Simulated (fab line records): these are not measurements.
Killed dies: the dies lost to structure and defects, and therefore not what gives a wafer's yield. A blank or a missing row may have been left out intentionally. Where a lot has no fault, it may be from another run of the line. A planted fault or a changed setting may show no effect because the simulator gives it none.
Comparing a struck lot with a sound one / flow gf180mcu / 16 out of 602 route steps
Sound: the wafers L897.1, L897.2, L897.6. The struck wafers were L900.2, L900.3, L900.6. The cause comes at the end.
Each step with rows lists, per side, the tool, then ch with its chambers, then its first start. Under that, the readings that differ: sound wafers / struck wafers / difference of the means / sigmas: that difference in standard deviations of wafers without a fault.
alike: readings with means less than 2 such deviations apart, plus words and numbers identical on both sides. not compared: withheld readings, readings lacking a value on some wafer, bounds such as >300 that could conceal the same value, and numbers that have no deviation in the record and whose values overlap.
Wherever a step has rows on one side only, a row that says differs or no value, or a row with sigmas, the two part there. Non-overlapping numbers with no deviation appear without sigmas and do not part them. A reading that every wafer of one side lacks parts them only if that side has two wafers or more.

GF_NSD_CD_MEAS_07 targets a cd of 400 nm.
  struck on cdSem-02, day 17 17:44; sound on cdSem-02, day 17 00:45
  alike: cdNm
GF_NSD_OVL_MEAS_08:
  struck on overlay-01, day 17 17:50; sound on overlay-01, day 17 00:52
  alike: NSD_OVL
then, 2 steps without rows for these wafers: GF_NSD_IMPLANT_09; GF_NSD_IMPLANT_10.
GF_NSD_STRIP_11: strips in O2/N2.
  sound on plasmaAsher-03 ch 0,1, day 17 01:13; struck on plasmaAsher-01 ch 0, day 17 18:10
  alike: drypumpMotorCurrentA, heaterPowerW, oesProductAu, platenTempC, stripTimeToEndpointS
  not compared: rfHoursCounterH
GF_NSD_TW_MEAS_12:
  struck on filmMetro-02, day 17 18:16; sound on filmMetro-02, day 17 01:19
  alike: NSD_TW
then, 6 steps without rows for these wafers: GF_PSD_DEHYDRATE_00 (time 60 s); GF_PSD_HMDS_01 (prime time 60 s); GF_PSD_COAT_02 (resist thk 1000 nm); GF_PSD_SOFTBAKE_03 (time 60 s); GF_PSD_EXPOSE_04 (exposes mask Pplus, target cd 400 nm); GF_PSD_PEB_05.
GF_PSD_DEVELOP_06: develop time 60 s.
  sound on lithoTrack-01 ch 0, day 18 00:09; struck on lithoTrack-03 ch 0, day 18 17:08
GF_PSD_CD_MEAS_07 targets a cd of 400 nm.
  struck on cdSem-02, day 18 17:17; sound on cdSem-02, day 18 00:18
reading=cdNm (nm); sound=396.2 397.5 397.8; struck=410.2 411.3 411.0; difference=+13.7; sigmas=+6
GF_PSD_OVL_MEAS_08:
  struck on overlay-01, day 18 17:25; sound on overlay-02, day 18 00:25
  alike: PSD_OVL
GF_PASSIVATION_PROBE_99:
  sound wafers here have rows in the record (prober-02, day 32 05:22); struck ones have none

## WHERE THEY PART
Earliest at GF_PSD_CD_MEAS_07; latest, in this record, at GF_PASSIVATION_PROBE_99.

WHY: the cause the simulator had injected
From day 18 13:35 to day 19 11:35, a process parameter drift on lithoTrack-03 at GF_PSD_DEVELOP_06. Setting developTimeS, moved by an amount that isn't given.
